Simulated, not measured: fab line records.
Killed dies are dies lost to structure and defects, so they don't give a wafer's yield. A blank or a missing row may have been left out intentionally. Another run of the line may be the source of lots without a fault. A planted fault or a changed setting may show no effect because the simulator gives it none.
fab line records	flow sky130
record: lots: 11	wafers: 33	last-day: 50
route steps=708 shown LOCAL_INTERCONNECT@398 CONTACT@420 METAL1@453
lots that met no fault: from a run of the same line without faults
start-h: hours from the record's opening day to when the first of the lot's shown wafers began	wait-h: hours since the lot's step before	" identical to the entry in the row above	L1.1+2: several wafers, shown together as one row	- value missing, or start not given	* or withheld: withheld	< > ~ a bound
route shown NAME@n: NAME is a module with steps in the file, n the number in the route of the first one	usual: mean and standard deviation over wafers with no fault	same: alike in all rows	chamber/n: place in a boat	sites: readings site by site	_std_site: standard deviation across them	_edge_site: the outer-site mean with the inner-site mean subtracted	radius-mm: how far each site lies from the wafer's centre	mask NAME#n: copy n	behind: tool/chamber where the wafer was last shaped	hold: what put the lot on hold/how long, in hours/how the hold closed	device: the transistor (n, p or np) that didn't switch	end of line: tests of these same wafers at the route's end	a step given without rows: its recipe and nothing more	killed: at the first sort, the dies lost to defects and structure; wafer yield is something else	map: the dies of a wafer, with x for killed, . for not killed, _ for no die there
set.NAME: the setting that was run; set.NAME@STEP: the one run at that earlier step	model.NAME: the simulator's own value behind a step, which no gauge read
steps of the route over a sample of lots; a table a step, a row a wafer
services: a tool's chamber out of use, with start hour (start-h, from the record's first day; less than 0 if before it), hours out, and reason
== steps ==
step: SKY_LOCAL_INTERCONNECT_CD_MEAS_11
recipe: target-cd-nm: 170
usual: cd-nm: 170.7/1.5
lot.wafer	tool	chamber	start-h	wait-h	cd-nm
L819.2	cd-sem-01	-	737.52	-	171.6
L819.3	"	-	"	"	172.5
L819.5	"	-	"	"	172.8
L823.1	cd-sem-01	-	763.94	-	171.3
L823.2	"	-	"	"	171.7
L823.3	"	-	"	"	172.5
L824.2	cd-sem-02	-	764.11	-	169.9
L824.3	"	-	"	"	169.0
L824.4	"	-	"	"	171.0
L825.1	cd-sem-01	-	770.70	-	171.4
L825.2	"	-	"	"	173.5
L825.5	"	-	"	"	170.6
L828.2	cd-sem-02	-	785.46	-	170.8
L828.4	"	-	"	"	170.4
L828.5	"	-	"	"	170.9
L831.1	cd-sem-01	-	808.15	-	170.3
L831.3	"	-	"	"	169.7
L831.6	"	-	"	"	171.5
L833.1	cd-sem-01	-	832.34	-	172.1
L833.2	"	-	"	"	170.8
L833.6	"	-	"	"	172.6
L834.1	cd-sem-01	-	837.34	-	168.8
L834.4	"	-	"	"	170.0
L834.5	"	-	"	"	169.0
L835.1	cd-sem-02	-	853.64	-	170.8
L835.5	"	-	"	"	169.2
L835.6	"	-	"	"	170.3
L839.1	cd-sem-02	-	868.89	-	169.4
L839.2	"	-	"	"	168.8
L839.5	"	-	"	"	167.9
L840.3	cd-sem-01	-	880.93	-	170.0
L840.5	"	-	"	"	169.7
L840.6	"	-	"	"	169.8
step: SKY_LOCAL_INTERCONNECT_METAL_ETCH_14
recipe: target-depth-nm: 110	stop-on: PSG	chemistry: Cl2/BCl3	target: TiN	resist-sidewall-deg: 88	pressure-mtorr: 10	icp-w: 900	bias-w: 48.5	Cl2_flow_sccm: 60	bcl3-flow-sccm: 30	time-s: 31.4
usual: drypump-motor-current-A: 6.0/0.33	oes-product-au: 0.939/0.0085	rf-fwd-power-W: 890/3.5	throttle-valve-pct: 21.901/0.01
lot.wafer	tool	chamber	start-h	wait-h	drypump-motor-current-A	oes-product-au	rf-fwd-power-W	rf-hours-counter-h	throttle-valve-pct
L819.2	rie-metal-04	0	737.72	0.0	6.3	0.950	891	6	21.900
L819.3	"	0	"	"	6.3	0.955	893	-	21.902
L819.5	"	1	"	"	6.5	0.962	893	-	21.903
L823.1	rie-metal-03	0	764.16	0.0	5.6	0.925	894	2	21.922
L823.2	"	1	"	"	5.9	0.921	885	0	21.924
L823.3	"	0	"	"	5.6	0.924	895	-	21.904
L824.2	rie-metal-01	1	764.31	0.0	6.4	0.928	883	11	21.901
L824.3	"	0	"	"	6.0	0.941	892	-	21.887
L824.4	"	1	"	"	6.4	0.941	889	-	21.895
L825.1	rie-metal-03	1	770.92	0.0	5.9	0.936	893	0	21.897
L825.2	"	0	"	"	5.5	0.945	889	3	21.899
L825.5	"	1	"	"	5.9	0.952	895	-	21.893
L828.2	rie-metal-03	0	785.66	0.0	5.5	0.947	886	3	21.907
L828.4	"	1	"	"	5.9	0.958	887	-	21.904
L828.5	"	0	"	"	5.5	0.939	888	-	21.882
L831.1	rie-metal-03	1	808.37	0.0	5.9	0.940	886	2	21.903
L831.3	"	1	"	"	5.9	0.932	885	-	21.900
L831.6	"	0	"	"	5.5	0.945	893	-	21.896
L833.1	rie-metal-04	0	832.63	0.1	6.3	0.929	890	10	21.910
L833.2	"	0	"	"	6.3	0.933	892	-	21.911
L833.6	"	0	"	"	6.2	0.931	891	-	21.915
L834.1	rie-metal-01	0	837.56	0.0	6.0	0.936	894	4	21.912
L834.4	"	1	"	"	6.4	0.934	888	-	21.899
L834.5	"	1	"	"	6.4	0.938	894	-	21.899
L835.1	rie-metal-01	0	853.86	0.0	6.0	0.924	898	5	21.914
L835.5	"	1	"	"	6.4	0.932	886	-	21.907
L835.6	"	0	"	"	6.0	0.940	896	-	21.907
L839.1	rie-metal-01	1	869.11	0.0	6.4	0.941	890	15	21.894
L839.2	"	0	"	"	6.0	0.942	894	6	21.903
L839.5	"	1	"	"	6.4	0.934	885	-	21.898
L840.3	rie-metal-03	0	881.13	0.0	5.6	0.951	892	-	21.906
L840.5	"	1	"	"	5.9	0.935	882	-	21.887
L840.6	"	0	"	"	5.5	0.954	891	-	21.896
step: SKY_CONTACT_CD_MEAS_14
recipe: target-cd-nm: 170
usual: cd-nm: 169.7/1.5
lot.wafer	tool	chamber	start-h	wait-h	cd-nm
L819.2	cd-sem-01	-	765.72	-	168.1
L819.3	"	-	"	"	169.6
L819.5	"	-	"	"	169.3
L823.1	cd-sem-01	-	791.46	-	169.6
L823.2	"	-	"	"	169.1
L823.3	"	-	"	"	168.0
L824.2	cd-sem-01	-	792.39	-	170.0
L824.3	"	-	"	"	168.7
L824.4	"	-	"	"	170.5
L825.1	cd-sem-02	-	798.75	-	169.7
L825.2	"	-	"	"	169.6
L825.5	"	-	"	"	171.1
L828.2	cd-sem-01	-	812.97	-	168.8
L828.4	"	-	"	"	171.4
L828.5	"	-	"	"	169.2
L831.1	cd-sem-01	-	835.89	-	170.9
L831.3	"	-	"	"	170.7
L831.6	"	-	"	"	170.8
L833.1	cd-sem-02	-	860.15	-	169.4
L833.2	"	-	"	"	167.6
L833.6	"	-	"	"	169.7
L834.1	cd-sem-02	-	864.39	-	169.4
L834.4	"	-	"	"	168.8
L834.5	"	-	"	"	169.3
L835.1	cd-sem-01	-	881.24	-	168.7
L835.5	"	-	"	"	170.3
L835.6	"	-	"	"	168.4
L839.1	cd-sem-02	-	894.95	-	171.5
L839.2	"	-	"	"	170.6
L839.5	"	-	"	"	171.2
L840.3	cd-sem-01	-	907.44	-	169.3
L840.5	"	-	"	"	169.0
L840.6	"	-	"	"	168.6
step: SKY_METAL1_METAL_ETCH_19
recipe: target-depth-a: 3600	stop-on: SiO2	over-etch-frac: 0.3	time-s: 78	chemistry: Cl2/BCl3	resist-sidewall-deg: 88	pressure-mtorr: 10	icp-w: 900	bias-w: 48.5	Cl2_flow_sccm: 60	bcl3-flow-sccm: 30
usual: drypump-motor-current-A: 5.8/0.46	oes-product-au: 0.853/0.0055	over-etch-frac: 0.3/0	rf-fwd-power-W: 894.1/2.9	throttle-valve-pct: 22.264/0.0093
lot.wafer	tool	chamber	start-h	wait-h	drypump-motor-current-A	oes-product-au	over-etch-frac	rf-fwd-power-W	rf-hours-counter-h	throttle-valve-pct
L819.2	rie-metal-01	0	794.49	0.0	6.0	0.853	0.3	894.3	3	22.263
L819.3	"	1	"	"	6.4	0.851	0.3	897.3	-	22.244
L819.5	"	0	"	"	6.0	0.850	0.3	891.9	-	22.256
L823.1	rie-metal-01	0	820.14	0.0	6.0	0.821	0.392	894.1	4	22.260
L823.2	"	1	"	"	6.4	0.831	0.392	892.3	13	22.262
L823.3	"	0	"	"	6.0	0.827	0.392	895.6	-	22.283
L824.2	rie-metal-02	0	821.24	0.0	5.0	0.862	0.3	899.4	6	22.267
L824.3	"	0	"	"	5.0	0.848	0.3	897.8	-	22.249
L824.4	"	1	"	"	5.7	0.852	0.3	896.4	-	22.259
L825.1	rie-metal-01	0	827.30	0.0	6.0	0.826	0.392	899.1	4	22.280
L825.2	"	1	"	"	6.4	0.822	0.392	897.8	13	22.262
L825.5	"	1	"	"	6.4	0.831	0.392	900.8	-	22.284
L828.2	rie-metal-02	1	840.94	0.0	5.7	0.861	0.3	894.1	4	22.262
L828.4	"	0	"	"	5.0	0.862	0.3	896.0	-	22.265
L828.5	"	1	"	"	5.7	0.862	0.3	895.0	-	22.254
L831.1	rie-metal-02	0	862.79	0.0	5.0	0.856	0.3	894.6	8	22.253
L831.3	"	1	"	"	5.7	0.858	0.3	891.3	-	22.276
L831.6	"	1	"	"	5.8	0.857	0.3	897.5	-	22.282
L833.1	rie-metal-02	1	887.44	0.0	5.7	0.843	0.3	889.6	6	22.252
L833.2	"	0	"	"	5.0	0.841	0.3	891.2	8	22.266
L833.6	"	0	"	"	5.0	0.844	0.3	893.0	-	22.272
L834.1	rie-metal-03	0	892.09	0.0	5.5	0.846	0.3	890.7	7	22.261
L834.4	"	1	"	"	5.9	0.853	0.3	891.2	-	22.275
L834.5	"	0	"	"	5.5	0.848	0.3	893.9	-	22.263
L835.1	rie-metal-01	0	909.04	0.0	6.0	0.853	0.3	890.6	7	22.268
L835.5	"	1	"	"	6.4	0.859	0.3	891.9	-	22.255
L835.6	"	0	"	"	6.0	0.846	0.3	893.9	-	22.268
L839.1	rie-metal-02	1	921.89	0.0	5.7	0.858	0.3	886.3	7	22.265
L839.2	"	0	"	"	5.0	0.856	0.3	893.6	10	22.260
L839.5	"	0	"	"	5.0	0.858	0.3	897.5	-	22.265
L840.3	rie-metal-01	0	933.72	0.1	6.0	0.853	0.3	898.6	-	22.250
L840.5	"	1	"	"	6.3	0.854	0.3	891.7	-	22.261
L840.6	"	0	"	"	6.0	0.857	0.3	894.8	-	22.261
step: SKY_METAL1_STRIP_20
recipe: chemistry: O2/N2	power-w: 1400	pressure-mtorr: 1500	platen-temp-c: withheld	o2-flow-sccm: 3000	n2-flow-sccm: 300	overash-fraction: 0.5
usual: drypump-motor-current-A: 5.9/0.42	oes-product-au: 0.342/0.0048	strip-time-to-endpoint-s: 2.68/0.035
lot.wafer	tool	chamber	start-h	wait-h	drypump-motor-current-A	oes-product-au	rf-hours-counter-h	strip-time-to-endpoint-s
L819.2	plasma-asher-03	0	794.58	0.1	5.8	0.342	71	2.71
L819.3	"	1	"	"	5.3	0.346	-	2.68
L819.5	"	1	"	"	5.3	0.337	-	2.70
L823.1	plasma-asher-03	0	820.23	0.1	5.8	0.334	74	2.49
L823.2	"	1	"	"	5.3	0.342	74	2.48
L823.3	"	1	"	"	5.3	0.335	-	2.49
L824.2	plasma-asher-04	1	821.33	0.1	6.6	0.344	102	2.66
L824.3	"	0	"	"	5.7	0.341	-	2.67
L824.4	"	1	"	"	6.6	0.342	-	2.66
L825.1	plasma-asher-04	1	827.39	0.1	6.6	0.333	103	2.47
L825.2	"	0	"	"	5.7	0.331	103	2.43
L825.5	"	0	"	"	5.7	0.330	-	2.43
L828.2	plasma-asher-04	0	841.03	0.1	5.7	0.344	104	2.68
L828.4	"	0	"	"	5.7	0.339	-	2.67
L828.5	"	0	"	"	5.7	0.346	-	2.70
L831.1	plasma-asher-01	0	862.88	0.1	6.2	0.338	11	2.67
L831.3	"	0	"	"	6.1	0.344	-	2.67
L831.6	"	1	"	"	5.6	0.337	-	2.65
L833.1	plasma-asher-04	0	887.53	0.1	5.7	0.347	109	2.73
L833.2	"	1	"	"	6.6	0.349	109	2.73
L833.6	"	1	"	"	6.6	0.350	-	2.74
L834.1	plasma-asher-04	0	892.18	0.1	5.7	0.333	110	2.74
L834.4	"	0	"	"	5.7	0.349	-	2.73
L834.5	"	1	"	"	6.6	0.344	-	2.76
L835.1	plasma-asher-03	0	909.13	0.1	5.8	0.335	83	2.70
L835.5	"	1	"	"	5.3	0.337	-	2.66
L835.6	"	0	"	"	5.8	0.349	-	2.72
L839.1	plasma-asher-01	0	921.98	0.1	6.1	0.342	17	2.69
L839.2	"	1	"	"	5.6	0.340	17	2.67
L839.5	"	1	"	"	5.6	0.341	-	2.69
L840.3	plasma-asher-01	0	933.82	0.1	6.1	0.353	-	2.70
L840.5	"	1	"	"	5.6	0.340	-	2.64
L840.6	"	0	"	"	6.1	0.340	-	2.71
== services ==
tool	chamber	start-h	hours	kind
plasma-asher-04	-	713.86	1.7	repair
plasma-asher-01	-	720.95	18.0	pm
rie-metal-02	1	721.28	-	clean
rie-metal-02	1	721.28	25.3	scheduled-down
rie-metal-02	1	721.28	25.3	vent-cycle
rie-metal-01	1	728.63	2.3	repair
plasma-asher-01	-	738.95	9.0	pm
plasma-asher-01	0	738.95	11.9	vent-cycle
plasma-asher-01	1	738.95	11.9	vent-cycle
rie-metal-03	1	742.57	-	clean
rie-metal-03	1	742.57	15.9	scheduled-down
rie-metal-03	1	742.57	15.9	vent-cycle
plasma-asher-01	-	747.17	3.6	repair
rie-metal-01	-	747.51	0.3	repair
plasma-asher-01	0	747.95	-	clean
plasma-asher-01	1	747.95	-	clean
rie-metal-04	1	784.91	6.0	repair
plasma-asher-04	-	797.57	4.3	pm
rie-metal-03	-	814.19	0.5	repair
rie-metal-04	1	820.04	17.6	repair
rie-metal-04	0	820.63	6.3	repair
plasma-asher-01	-	838.78	2.8	pm
plasma-asher-04	-	897.30	12.7	repair
rie-metal-04	-	903.25	1.4	pm
== key ==
first-sign: step: SKY_METAL1_METAL_ETCH_19	reading: over-etch-frac	direction: up	sigmas: 99+	usual: 0.3	struck: 0.392
effect: step: SKY_METAL1_METAL_ETCH_19	reading: oes-product-au	direction: down	sigmas: 4.8	usual: 0.853	struck: 0.826
effect: step: SKY_METAL1_STRIP_20	reading: strip-time-to-endpoint-s	direction: down	sigmas: 6.2	usual: *	struck: *
met-at SKY_METAL1_METAL_ETCH_19
struck-lots L823,L825
tester-left-out L825
not-acting-at SKY_LOCAL_INTERCONNECT_CD_MEAS_11,SKY_LOCAL_INTERCONNECT_METAL_ETCH_14,SKY_CONTACT_CD_MEAS_14
onset-between 794.49 820.14
earlier-fault: kind: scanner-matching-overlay	tool: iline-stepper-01	chamber: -	onset-h: 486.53	steps: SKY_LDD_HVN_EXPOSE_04	offset: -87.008
fault: kind: process-parameter-drift	tool: rie-metal-01	chamber: -	onset-h: 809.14	steps: SKY_METAL1_METAL_ETCH_19	channel: over-etch-frac	offset: 0.092001	shape: step	end-h: 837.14	acts-in: these-recipes-only	stated: 0.3
tester-left-out: of these lots the tester's yield and bins aren't shown, on N5 and GAA mostly nor the transistor test; their killed dies are dies lost to structure and defects alone, not to doping, threshold or leakage, so they don't give the yield
